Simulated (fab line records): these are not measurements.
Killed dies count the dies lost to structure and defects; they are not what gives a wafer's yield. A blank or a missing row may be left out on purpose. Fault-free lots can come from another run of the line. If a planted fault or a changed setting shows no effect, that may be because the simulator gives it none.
Which tool is to blame? -- flow gf180mcu -- 14 lots, 42 wafers sampled, at 2 steps of a route of 602

## WHAT EACH GAUGE READ, for each wafer
GF_HV_LDD_TW_MEAS_50.
lot,measured,on,HV_LDD_4_TW
L207,day 12 19:30,film_metro-04,567 565 567
L208,day 13 02:40,film_metro-03,573 571 569
L212,day 14 06:25,film_metro-04,569 567 566
L213,day 14 14:11,film_metro-01,503 503 505
L214,day 14 23:21,film_metro-03,502 504 503
L221,day 17 08:24,film_metro-04,571 570 569
L222,day 17 19:14,film_metro-01,575 575 579
L224,day 18 07:19,film_metro-04,569 568 569
L225,day 18 18:33,film_metro-04,568 568 571
L226,day 18 22:44,film_metro-04,568 564 568
L227,day 19 07:13,film_metro-04,568 571 569
L228,day 19 17:38,film_metro-03,570 570 571
L229,day 20 08:05,film_metro-01,571 565 570
L223,day 21 05:23,film_metro-01,573 572 572

## WHICH TOOL RAN EACH LOT (tool, then ch and the chambers of the sampled wafers, then the start)
lot,GF_HV_LDD_IMPLANT_48
L207,"implanter-03 ch 0, day 12 19:17"
L208,"implanter-04 ch 0, day 13 02:25"
L212,"implanter-04 ch 0, day 14 06:10"
L213,"implanter-04 ch 0, day 14 13:58"
L214,"implanter-04 ch 0, day 14 23:07"
L221,"implanter-04 ch 0, day 17 08:10"
L222,"implanter-04 ch 0, day 17 18:59"
L224,"implanter-04 ch 0, day 18 07:05"
L225,"implanter-04 ch 0, day 18 18:19"
L226,"implanter-04 ch 0, day 18 22:29"
L227,"implanter-04 ch 0, day 19 06:58"
L228,"implanter-01 ch 0, day 19 17:23"
L229,"implanter-03 ch 0, day 20 07:50"
L223,"implanter-03 ch 0, day 21 05:08"
- GF_HV_LDD_IMPLANT_48

## AS READ BY THE TOOLS THEMSELVES (means over the sampled wafers that have a number; for cases with no such wafer, the mark the record gives instead)
GF_HV_LDD_IMPLANT_48.
lot,tool,dose_ions_cm2,faraday_current_uA,tilt_deg (degrees)
L207,implanter-03,3e+13,169,6.999
L208,implanter-04,3e+13,164,6.991
L212,implanter-04,3e+13,168,6.986
L213,implanter-04,2e+13,114,6.979
L214,implanter-04,2e+13,114,6.972
L221,implanter-04,3e+13,168,6.986
L222,implanter-04,3e+13,171,6.991
L224,implanter-04,3e+13,169,7.025
L225,implanter-04,3e+13,164,7.000
L226,implanter-04,3e+13,170,6.996
L227,implanter-04,3e+13,169,6.987
L228,implanter-01,3e+13,169,6.963
L229,implanter-03,3e+13,169,7.005
L223,implanter-03,3e+13,170,7.002

## THE ANSWER, worked out from the rows above alone
Rule: the lots themselves supply what counts as usual. The widest of any qualifying gaps counts: lots, ordered by their means at a reading, are off when they make up no more than a third of the lots, leave a main group of 4 or more, and stand apart from it by 3 or more times the standard deviation of that group's means. A main group is skipped when, at the precision printed for the reading in the tables above, its means are all equal. Also off: a lot with no number at a reading for which 4 or more lots have one. Any other lot the step has rows for is counted as sound. The gauges are gone through in route order, then the tools' own readings, and for those a lot's mean is taken as printed above. The first step at which some lot is off is used, and at that step the reading that is off furthest; a lot without a number counts as furthest.
Off: L213, L214, seen at GF_HV_LDD_TW_MEAS_50 (HV_LDD_4_TW). The main group has a mean of 570 with a standard deviation of 2.6.
A tool fits if, at a process step before that reading, it ran every lot that is off, and no sound lot after the first of them. The gauges at GF_HV_LDD_TW_MEAS_50 aren't tried: what is off there is off at GF_HV_LDD_IMPLANT_48 too, on other tools, and a gauge's error can't cause that. No candidate that was tried fits.

## WHAT THE SIMULATOR HAD PUT IN
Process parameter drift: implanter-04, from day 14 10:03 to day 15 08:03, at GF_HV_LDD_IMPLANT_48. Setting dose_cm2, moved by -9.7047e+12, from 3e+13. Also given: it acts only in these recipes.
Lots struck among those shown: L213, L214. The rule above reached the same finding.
